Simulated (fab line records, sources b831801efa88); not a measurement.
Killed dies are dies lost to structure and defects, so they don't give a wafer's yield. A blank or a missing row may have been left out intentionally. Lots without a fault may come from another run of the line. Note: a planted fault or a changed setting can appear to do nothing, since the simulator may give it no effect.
One fault through the eyes of 2 desks + flow sky130 + what lay behind the numbers comes last; until then each desk has only its own

AT THE TOOL OWNER'S DESK: plasma_asher-01
The tool's own readings at SKY_SD_P_STRIP_10 (strips in O2/N2): means of the sampled wafers that have a number, for each lot that ran on this tool. The brackets show how far a lot's mean lies from the usual mean; more than 4 standard deviations puts the lot out of limits, marked OUT.
Columns: A = drypump_motor_current_A at SKY_SD_P_STRIP_10, usual 5.6 A; B = oes_product_au at SKY_SD_P_STRIP_10, usual 0.618 a.u.; C = strip_time_to_endpoint_s at SKY_SD_P_STRIP_10, usual 17.50 s
| lot  | first seen here | A   | B               | C     |
|------|-----------------|-----|-----------------|-------|
| L417 | day 25 05:54    | 5.4 | 0.618           | 17.54 |
| L422 | day 27 06:59    | 5.4 | 0.616           | 17.52 |
| L424 | day 27 18:15    | 5.4 | 0.623           | 17.46 |
| L427 | day 29 00:33    | 5.4 | 0.798 (+38) OUT | -     |
| L438 | day 32 10:41    | 5.4 | 0.621           | 17.44 |
This desk's finding: out of limits on L427; first on L427, day 29 00:33 (oes_product_au at SKY_SD_P_STRIP_10). L417, L422, L424, L438 stayed within limits.

FROM THE METROLOGY DESK
What the gauges read for every lot (on any tool): the sampled wafers with a number, averaged. The brackets show how far a lot's mean lies from the usual mean; more than 4 standard deviations puts the lot out of limits, marked OUT.
Columns: A = RES_XHIGH_TW at SKY_RES_XHIGH_TW_MEAS_09, usual 1640; B = LOCAL_INTERCONNECT_TIN_THK at SKY_LOCAL_INTERCONNECT_THK_MEAS_02, usual 103.0 nm; C = VIA2_BOW at SKY_VIA2_BOW_MEAS_03, usual 88 um
| lot  | first seen here | A                    | B     | C  |
|------|-----------------|----------------------|-------|----|
| L417 | day 26 10:48    | 1632                 | 102.5 | 86 |
| L419 | day 27 05:10    | 1635                 | 102.6 | 82 |
| L420 | day 27 20:34    | 1640                 | 104.6 | 91 |
| L422 | day 28 11:04    | 1627                 | 104.3 | 88 |
| L423 | day 28 14:47    | 1642                 | 103.5 | 88 |
| L424 | day 28 23:00    | 1627                 | 103.7 | 84 |
| L426 | day 29 19:38    | 1648                 | 104.2 | 93 |
| L427 | day 30 04:43    | 30 (-99 or more) OUT | 103.1 | 98 |
| L434 | day 32 15:10    | 1636                 | 102.8 | 83 |
| L437 | day 33 11:11    | 1641                 | 102.1 | 87 |
| L438 | day 33 13:36    | 1637                 | 102.6 | 82 |
| L439 | day 33 21:46    | 1649                 | 102.9 | 87 |
| L440 | day 34 01:38    | 1640                 | 101.1 | 80 |
This desk finds L427 out of limits, with the earliest case on L427 at day 30 04:43 (RES_XHIGH_TW at SKY_RES_XHIGH_TW_MEAS_09). L417, L419, L420, L422, L423, L424, L426, L434, L437, L438, L439, L440 stayed within limits.

BROUGHT TOGETHER
The tool owner's desk could have raised an alarm at day 29 00:33, on L427.
L427 would have let the metrology desk raise an alarm at day 30 04:43.
The lots listed all ran SKY_SD_P_STRIP_10 on plasma_asher-01.

WHAT THE SIMULATOR PUT IN
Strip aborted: plasma_asher-01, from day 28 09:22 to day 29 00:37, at SKY_SD_P_STRIP_10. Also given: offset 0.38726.
Struck lots among those shown: L427.
Delay (hours) between the fault's onset and each desk's first out-of-limits reading: 15 at the tool owner's desk, 43 at the metrology desk.
